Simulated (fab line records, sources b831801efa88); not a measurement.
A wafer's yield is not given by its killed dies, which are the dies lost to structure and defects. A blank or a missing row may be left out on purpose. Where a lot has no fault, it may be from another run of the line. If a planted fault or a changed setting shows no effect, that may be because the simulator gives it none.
Matching of chambers | flow gf180mcu | 4 sister chambers for GF_V1_ETCH_16 on rie-diel-04
The step etches BARC in N2/H2. 8 wafers are shown with their chamber, then 12 later ones without.

## WAFERS PAIRED WITH THEIR CHAMBERS
wafer  | chamber | drypump-motor-current-A (A) | throttle-valve-pct (%)
L081.3 | 3       | 5.8                         | 13.220
L082.3 | 3       | 5.9                         | 13.232
L082.6 | 1       | 5.8                         | 13.215
L084.3 | 1       | 5.8                         | 13.219
L084.6 | 0       | 5.5                         | 13.222
L087.1 | 2       | 5.7                         | 13.215
L087.3 | 0       | 5.5                         | 13.219
L087.5 | 2       | 5.6                         | 13.235

## WAFERS WITHOUT THEIR CHAMBER
wafer  | drypump-motor-current-A (A) | throttle-valve-pct (%)
L088.1 | 5.8                         | 13.227
L088.3 | 5.6                         | 13.232
L088.4 | 5.8                         | 13.230
L094.3 | 5.6                         | 13.232
L094.4 | 5.9                         | 13.210
L094.5 | 5.8                         | 13.231
L096.1 | 5.5                         | 13.228
L096.2 | 5.6                         | 13.226
L096.5 | 5.8                         | 13.216
L097.1 | 5.8                         | 13.222
L097.3 | 5.6                         | 13.227
L097.6 | 5.6                         | 13.241

## CHAMBER TAKEN BY EACH
wafer  | from the rows above          | in truth
L088.1 | can't be placed: 3 or 1      | 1
L088.3 | can't be placed: 2 or 0      | 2
L088.4 | can't be placed: 3 or 1 or 2 | 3
L094.3 | can't be placed: 2 or 0      | 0
L094.4 | can't be placed: 3 or 1      | 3
L094.5 | can't be placed: 3 or 1 or 2 | 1
L096.1 | 0                            | 0
L096.2 | can't be placed: 2 or 0      | 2
L096.5 | can't be placed: 1 or 3      | 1
L097.1 | can't be placed: 1 or 3      | 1
L097.3 | can't be placed: 2 or 0      | 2
L097.6 | can't be placed: 2 or 0      | 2
Correctly placed: 1 of 12. Not placeable from these rows: 11 (in 11, the candidates include the true chamber). Number placed wrongly: 0.
How it was worked out, from the rows above alone: a wafer's distance from a chamber is the root of the sum, over the readings, of the square of ((its reading less the chamber's mean) divided by the reading's scatter). If the next closest chamber is less than 2 further off than the closest, the wafer can't be placed; otherwise it belongs to the closest. Each chamber's mean is taken over the wafers shown for it. The scatter: take each reading less its chamber's mean, square it, sum over the shown wafers, divide by the number of wafers less the number of chambers, and take the root.
